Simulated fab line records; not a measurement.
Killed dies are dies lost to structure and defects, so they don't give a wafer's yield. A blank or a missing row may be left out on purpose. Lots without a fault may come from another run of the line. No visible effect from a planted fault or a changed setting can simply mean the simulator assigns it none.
8D (eight disciplines) problem report, filled in by code / flow gf180mcu / the parts of the form that need people (team, actions taken, sign-off) are left out

1. THE PROBLEM
tilt_deg at GF_HV_LDD_IMPLANT_36 reads a mean of 23.263 degrees on 6 wafers of 2 lots; wafers without a fault read 30.006 degrees with a standard deviation of 0.023. That is -99 or more standard deviations from the usual mean.
Earliest sighting: wafer L576.1 on implanter-04 at day 17 06:37. The record holds 39 wafers of 13 lots with a number at this step. Rule for "out", or "out of limits": more than 4 standard deviations from the usual mean. The other wafers with a number count as sound.

2. WHAT IT IS; WHAT IT IS NOT
question=which readings at this step | is=tilt_deg | is not=-
question=which lots | is=L576, L578 | is not=L560, L563, L566, L567, L568, L570, L571, L579, L580, L581, L582
question=which wafers of those lots | is=all that have a number | is not=-
question=read on which tools | is=implanter-04 | is not=implanter-01, implanter-02
question=when | is=from day 17 06:37 | is not=up to then (21 sound wafers); but 12 sound wafers of L579, L580, L581, L582 came after

3. SUSPECTS, AND WHAT RULES EACH OUT
Counting: a tool at a process step up to the reading stays a suspect if it ran every lot that is out and no sound lot after the first of them.
- implanter-04 at GF_HV_LDD_IMPLANT_36: kept. Every lot that is out went through it, starting with L576 (day 17 06:37), and after that it ran no sound lot; the last sound lot it ran before then is L570 (day 15 06:13). Its own tilt_deg readings are out on those wafers.
Remaining after the count: implanter-04 at GF_HV_LDD_IMPLANT_36.

4. THE CAUSE (what the simulator had put in)
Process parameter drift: implanter-04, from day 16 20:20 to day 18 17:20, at GF_HV_LDD_IMPLANT_36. A move of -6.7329 in setting tilt_deg, from 30. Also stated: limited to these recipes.
This tool alone remained once counting was done.

5. THE CHAIN OF EFFECTS, in route order
Each row: a reading whose mean over the struck wafers that have a number lies more than 3 standard deviations from the usual. Only readings whose record carries a usual standard deviation are examined. hours: median over the lots of the time between each lot's start at the first step of this table that gives one and its start at this step. sigmas: the change, counted in usual standard deviations.
hours=0; step=GF_HV_LDD_IMPLANT_36; reading=tilt_deg; usual=30.006 degrees; on struck wafers=23.263; change=-6.743; sigmas=-99 or more
It contains these process steps:
- GF_HV_LDD_IMPLANT_36
Readings that are blank on the struck wafers while sound wafers have them: HV_LDD_RS at GF_HV_LDD_RS_MEAS_53.
At these later measuring or inspecting steps, every struck wafer for which the step has a row has a number for every such reading, and none has moved that far: GF_NSD_OVL_MEAS_08.

6. HOW IT WOULD HAVE BEEN CAUGHT EARLIER
In this record the first reading out of limits was taken at day 17 06:37, 10 hours after the fault began at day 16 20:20.
